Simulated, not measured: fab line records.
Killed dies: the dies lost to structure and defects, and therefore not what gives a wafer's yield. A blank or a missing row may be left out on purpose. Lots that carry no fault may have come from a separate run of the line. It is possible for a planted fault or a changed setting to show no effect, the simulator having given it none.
What tool caused it?	flow sfq_line	41 wafers from 14 lots sampled at 4 of the route's 325 steps

## WHAT THE GAUGES READ, wafer by wafer
The record lacks any reading of a measuring or inspecting step that a usual standard deviation could be used to judge.

## WHAT TOOL EACH LOT RAN ON (gives the tool, then ch and the chambers of the sampled wafers, and finally the start)
lot	SFQ_TRILAYER_JJ_CE_ETCH_RIE_118	SFQ_TRILAYER_M5_BARC_OPEN_METAL_ETCH_161	SFQ_TRILAYER_A5B_DEP_PECVD_129	SFQ_TRILAYER_A5B_CMP_CMP_130
L545	rie_metal-03 ch 0,1, day 55 02:25	rie_metal-03 ch 0,1, day 59 15:55	pecvd-03 ch 0,1,2, day 59 16:57	cmp-01 ch 0,2,3, day 59 17:02
L546	rie_metal-03 ch 0,1, day 55 03:37	rie_metal-01 ch 0,1, day 59 17:07	pecvd-01 ch 0,1, day 59 18:08	cmp-02 ch 0,3, day 59 19:20
L547	rie_metal-03 ch 1, day 59 08:48	rie_metal-03 ch 0, day 59 18:19	pecvd-02 ch 1, day 59 19:21	cmp-01 ch 1,2, day 59 20:32
L548	rie_metal-04 ch 0,1, day 59 14:50	rie_metal-03 ch 0,1, day 59 23:07	pecvd-03 ch 0,1,2, day 60 00:08	cmp-01 ch 0,1,2, day 60 00:44
L552	rie_metal-02 ch 0, day 64 12:37	rie_metal-01 ch 0,1, day 64 16:31	pecvd-01 ch 1,2, day 64 17:32	cmp-02 ch 0,2, day 64 21:02
L558	rie_metal-04 ch 0,1, day 66 16:25	rie_metal-01 ch 0,1, day 70 07:02	pecvd-01 ch 1,2, day 70 08:04	cmp-02 ch 1,2,3, day 70 08:39
L560	rie_metal-03 ch 0,1, day 67 04:53	rie_metal-02 ch 0,1, day 71 05:50	pecvd-01 ch 0,1, day 71 06:52	cmp-02 ch 0,2,3, day 71 11:39
L562	rie_metal-04 ch 0,1, day 67 18:05	rie_metal-03 ch 0,1, day 71 21:58	pecvd-03 ch 0,1, day 71 23:00	cmp-01 ch 0,2, day 72 04:34
L563	rie_metal-02 ch 0,1, day 69 06:13	rie_metal-02 ch 0,1, day 72 19:17	pecvd-01 ch 0,1, day 72 20:19	cmp-02 ch 0,1,2, day 72 21:24
L564	rie_metal-03 ch 0,1, day 69 17:55	rie_metal-01 ch 0, day 73 08:30	pecvd-02 ch 0,1,2, day 73 10:22	cmp-01 ch 0,1, day 73 10:57
L565	rie_metal-02 ch 0,1, day 70 01:09	rie_metal-01 ch 0,1, day 73 18:17	pecvd-01 ch 0,1, day 73 19:37	cmp-02 ch 2,3, day 73 19:42
L566	rie_metal-02 ch 0,1, day 70 17:55	rie_metal-01 ch 0,1, day 74 19:29	pecvd-03 ch 1,2, day 74 20:41	cmp-01 ch 0,2, day 74 21:16
L567	rie_metal-04 ch 0,1, day 71 01:07	rie_metal-01 ch 0,1, day 75 06:17	pecvd-01 ch 0,1,2, day 75 07:19	cmp-01 ch 0,2,3, day 75 08:54
L568	rie_metal-03 ch 0,1, day 71 09:31	rie_metal-01 ch 0,1, day 75 11:05	pecvd-02 ch 0,1,2, day 75 12:07	cmp-01 ch 1,2,3, day 75 13:12
- SFQ_TRILAYER_JJ_CE_ETCH_RIE_118: chemistry SF6, target Nb, stops on Al2O3, time 97.7 s, target depth 170 nm.
- SFQ_TRILAYER_M5_BARC_OPEN_METAL_ETCH_161: etches BARC in O2, target depth 125 nm, time 41.7 s.
- SFQ_TRILAYER_A5B_DEP_PECVD_129: deposits SiO2 from SiH4/N2O, time 133.33 s, target thk 600 nm.
- SFQ_TRILAYER_A5B_CMP_CMP_130: polishes, stops on Nb, target thk 340.7 nm.

## WHAT THE TOOLS THEMSELVES READ (means of the sampled wafers that have a number; where no wafer has one, the mark that the record gives instead)
SFQ_TRILAYER_JJ_CE_ETCH_RIE_118. Usual: drypump_motor_current_A 5.8 A, standard deviation 0.43; oes_product_au 0.976 a.u., standard deviation 0.0082.
lot	tool	drypump_motor_current_A (A)	oes_product_au (a.u.)	flag
L545	rie_metal-03	6.1	0.979	
L546	rie_metal-03	6.3	0.974	
L547	rie_metal-03	6.4	0.980	
L548	rie_metal-04	5.9	0.980	
L552	rie_metal-02	5.1	0.973	
L558	rie_metal-04	5.9	0.982	
L560	rie_metal-03	6.3	0.965	
L562	rie_metal-04	5.9	0.976	
L563	rie_metal-02	5.2	0.982	
L564	rie_metal-03	6.1	0.977	
L565	rie_metal-02	5.2	0.971	
L566	rie_metal-02	5.2	0.983	
L567	rie_metal-04	5.9	0.982	
L568	rie_metal-03	6.3	0.979	

SFQ_TRILAYER_M5_BARC_OPEN_METAL_ETCH_161. Usual: drypump_motor_current_A 5.9 A, standard deviation 0.4; oes_product_au 0.685 a.u., standard deviation 0.0045.
lot	tool	drypump_motor_current_A (A)	oes_product_au (a.u.)	flag
L545	rie_metal-03	6.1	0.684	
L546	rie_metal-01	6.0	0.683	
L547	rie_metal-03	6.0	0.683	
L548	rie_metal-03	6.3	0.684	
L552	rie_metal-01	6.0	0.687	
L558	rie_metal-01	6.1	0.686	
L560	rie_metal-02	5.2	0.685	
L562	rie_metal-03	6.3	0.688	
L563	rie_metal-02	5.2	0.685	
L564	rie_metal-01	6.1	0.687	
L565	rie_metal-01	6.0	0.687	
L566	rie_metal-01	6.1	0.683	
L567	rie_metal-01	6.0	0.687	
L568	rie_metal-01	6.0	0.686	

SFQ_TRILAYER_A5B_DEP_PECVD_129. Usual: heater_power_w 83 W, standard deviation 9.2; susceptor_temp_C 150.00 C, standard deviation 0.14; throttle_valve_pct 23.9 %, standard deviation 1.4.
lot	tool	heater_power_w (W)	susceptor_temp_C (C)	throttle_valve_pct (%)	flag
L545	pecvd-03	82	149.90	25.7	
L546	pecvd-01	69	149.91	22.9	
L547	pecvd-02	89	150.09	22.1	
L548	pecvd-03	82	150.05	25.7	
L552	pecvd-01	76	150.08	23.1	
L558	pecvd-01	76	150.08	23.4	
L560	pecvd-01	74	149.99	24.0	
L562	pecvd-03	78	149.98	21.9	
L563	pecvd-01	77	150.13	24.2	
L564	pecvd-02	84	149.96	23.9	
L565	pecvd-01	78	149.92	24.4	
L566	pecvd-03	92	149.90	23.7	
L567	pecvd-01	71	150.08	24.1	
L568	pecvd-02	85	150.08	24.0	

SFQ_TRILAYER_A5B_CMP_CMP_130. Usual: motor_current_A 9.8 A, standard deviation 0.93; platen_rpm 60.00 rpm, standard deviation 0.036; slurry_flow_ml_min 149.9, standard deviation 0.53.
lot	tool	motor_current_A (A)	platen_rpm (rpm)	slurry_flow_ml_min	flag
L545	cmp-01	9.7	60.00	149.4	
L546	cmp-02	9.8	59.97	150.2	
L547	cmp-01	10.1	63.02	150.1	OFF
L548	cmp-01	9.3	62.03	149.4	OFF
L552	cmp-02	10.3	60.01	150.2	
L558	cmp-02	9.5	60.00	150.3	
L560	cmp-02	10.4	60.00	150.5	
L562	cmp-01	8.8	60.02	150.1	
L563	cmp-02	9.9	59.99	150.1	
L564	cmp-01	9.6	60.00	149.6	
L565	cmp-02	10.3	59.98	149.5	
L566	cmp-01	9.1	60.01	149.9	
L567	cmp-01	10.0	60.02	149.4	
L568	cmp-01	10.2	59.98	150.3	

## THE ANSWER, worked out from the rows above alone
Rule: a lot is off if the mean of its wafers that have a number lies more than 3 standard deviations from the usual mean. A lot without any number at a reading at which 4 lots or more have one is off too. Any other lot the step has rows for is counted as sound. Order of review: gauges by route order, followed by the tools' own readings, for which a lot's mean as printed above is used. The first step at which some lot is off is used, and at that step the reading that is off furthest; a lot without a number counts as furthest.
Off at SFQ_TRILAYER_A5B_CMP_CMP_130 (platen_rpm): L547, L548.
If a tool, at that step or one of the process steps before it, ran each lot that is off and ran no sound lot following the first of them, it fits. No candidate that was tried fits.

## WHAT THE SIMULATOR HAD PUT IN
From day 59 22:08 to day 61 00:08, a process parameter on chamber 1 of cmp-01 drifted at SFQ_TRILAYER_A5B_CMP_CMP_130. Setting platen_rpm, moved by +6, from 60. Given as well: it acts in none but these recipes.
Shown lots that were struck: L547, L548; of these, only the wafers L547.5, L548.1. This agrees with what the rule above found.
